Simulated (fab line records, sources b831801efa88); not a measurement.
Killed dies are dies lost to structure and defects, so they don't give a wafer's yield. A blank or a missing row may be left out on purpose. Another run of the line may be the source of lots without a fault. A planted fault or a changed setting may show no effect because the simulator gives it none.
Chamber matching ; flow sky130 ; 4 sister chambers for SKY_VIA4_CMP_02 on cmp-01
The step polishes SiO2. 14 wafers are shown with their chamber, then 7 later ones without.

== WAFERS PAIRED WITH THEIR CHAMBERS ==
wafer;chamber;motor_current_A (A);retaining_ring_pressure_frac
L775.1;1;10.9;1.004
L775.3;3;10.8;1.007
L775.4;0;13.2;1.001
L779.2;1;10.9;1.009
L779.4;0;12.6;1.011
L779.5;2;10.2;0.997
L780.2;0;12.4;0.995
L780.4;3;10.4;1.001
L780.6;1;10.7;1.002
L782.3;1;10.6;1.007
L782.4;0;11.5;1.000
L782.5;1;10.9;1.006
L783.3;1;11.0;1.001
L783.4;0;12.4;1.005

SIGNATURES, as means of the wafers listed above
reading;chamber 0;chamber 1;chamber 2;chamber 3;scatter within a chamber
motor_current_A;12.420;10.833;10.200;10.600;0.41
retaining_ring_pressure_frac;1.00240;1.00483;0.99700;1.00400;0.00456
Rule: for each reading, subtract the chamber's mean from the wafer's reading, divide by that reading's scatter and square the result; add these up over the readings and take the root, which gives the wafer's distance from the chamber. If the next closest chamber is less than 2 further off than the closest, the wafer can't be placed; otherwise it belongs to the closest. The scatter: take each reading less its chamber's mean, square it, sum over the shown wafers, divide by the number of wafers less the number of chambers, and take the root.

== WAFERS WITHOUT THEIR CHAMBER ==
wafer;motor_current_A (A);retaining_ring_pressure_frac
L783.6;11.4;1.002
L786.1;11.0;0.997
L786.2;10.9;0.999
L786.6;11.3;0.997
L793.1;10.5;1.007
L793.4;12.9;0.996
L793.6;10.6;0.998

== CHAMBER TAKEN BY EACH ==
wafer;from the rows above;in truth
L783.6;can't be placed: 1 or 3 or 0 or 2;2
L786.1;can't be placed: 1 or 3 or 2 or 0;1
L786.2;can't be placed: 1 or 3 or 2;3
L786.6;can't be placed: 1 or 3 or 2 or 0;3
L793.1;can't be placed: 3 or 1 or 2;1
L793.4;0;0
L793.6;can't be placed: 2 or 3 or 1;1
Placed correctly: 1 of 7. From these rows, 6 cannot be placed; in 6 the true chamber is one of the candidates. Number placed wrongly: 0.
